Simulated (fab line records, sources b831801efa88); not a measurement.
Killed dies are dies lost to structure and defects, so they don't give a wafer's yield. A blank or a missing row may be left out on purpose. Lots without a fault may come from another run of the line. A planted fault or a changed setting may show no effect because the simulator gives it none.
Problem report in the 8D (eight disciplines) form, filled by code | flow sky130 | the parts of the form that need people (team, actions taken, sign-off) are left out

1. THE PROBLEM
killed_at_contacts at SKY_PAD_OPEN_PROBE_99 reads a mean of 59 on 3 wafers of 1 lot; wafers without a fault read 25 with a standard deviation of 5.1. That is +6.7 standard deviations from the usual mean.
First seen on wafer L546.1, day 49 19:57, on prober-02. The record holds 3 wafers of 1 lot with a number at this step. Rule for "out", or "out of limits": more than 4 standard deviations from the usual mean. The other wafers with a number count as sound.

2. WHAT IT IS AND WHAT IT IS NOT
question                    | is                     | is not
which readings at this step | killed_at_contacts     | killed_at_M0_to_M3, killed_at_M4_up, killed_at_front_end, killed_at_other, killed_open, killed_short
which lots                  | L546                   | -
which wafers of those lots  | all that have a number | -
read on which tools         | prober-02              | -
when                        | from day 49 19:57      | up to then (0 sound wafers)

3. SUSPECTS, AND WHAT RULES EACH OUT
Counting: a tool at a process step up to the reading stays a suspect if it ran every lot that is out and no sound lot after the first of them.
- wet_bench-03 at SKY_LI_CONTACT_CLEAN_17 (cleans in NMP, time 600 s): kept. It ran the lot that is out, L546 (day 34 15:28), and no sound lot after that.
- plasma_asher-04 at SKY_VIA3_STRIP_16 (strips in O2/N2): kept. It ran the lot that is out, L546 (day 44 10:31), and no sound lot after that.
- plasma_asher-04 at SKY_CAP2M_STRIP_14 (strips in O2/N2): kept. It ran the lot that is out, L546 (day 45 09:41), and no sound lot after that.
- prober-02 at SKY_PAD_OPEN_PROBE_99: kept. It ran the lot that is out, L546 (day 49 19:57), and no sound lot after that. Its own readings are out on those wafers: killed_at_contacts.
Left after counting: wet_bench-03 at SKY_LI_CONTACT_CLEAN_17, plasma_asher-04 at SKY_VIA3_STRIP_16, plasma_asher-04 at SKY_CAP2M_STRIP_14, prober-02 at SKY_PAD_OPEN_PROBE_99.

4. THE CAUSE (what the simulator had put in)
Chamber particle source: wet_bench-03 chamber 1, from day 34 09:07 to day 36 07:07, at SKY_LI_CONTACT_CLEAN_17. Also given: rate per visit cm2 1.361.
Counting left 4 suspects, and this tool is among them.

5. THE CHAIN OF EFFECTS, in route order
Each row: a reading whose mean over the struck wafers that have a number lies more than 3 standard deviations from the usual. Only readings for which the record gives a usual standard deviation are gone through. hours: the time from each lot's start at the first step in this table that gives one to its start at this step, as a median over the lots. sigmas: the change in usual standard deviations.
hours | step                  | reading            | usual | on struck wafers | change | sigmas
0     | SKY_PAD_OPEN_PROBE_99 | killed_at_contacts | 25    | 59               | +34    | +6.7
0     | SKY_PAD_OPEN_PROBE_99 | killed_dies        | 87    | 118              | +31    | +3.5
The process steps in it:
- SKY_PAD_OPEN_PROBE_99

6. WHAT WOULD HAVE CAUGHT IT SOONER
In this record the first reading out of limits was taken at day 49 19:57, 371 hours after the fault began at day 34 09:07.
Of the tool readings at SKY_LI_CONTACT_CLEAN_17 for which the record gives a usual standard deviation, none was out on any struck wafer, so an alarm limit of 4 standard deviations on them would not have fired.
All the lots that are out (1) had begun SKY_LI_CONTACT_CLEAN_17 on wet_bench-03 by day 49 19:57. A hold on the tool at that time would have spared none of them.
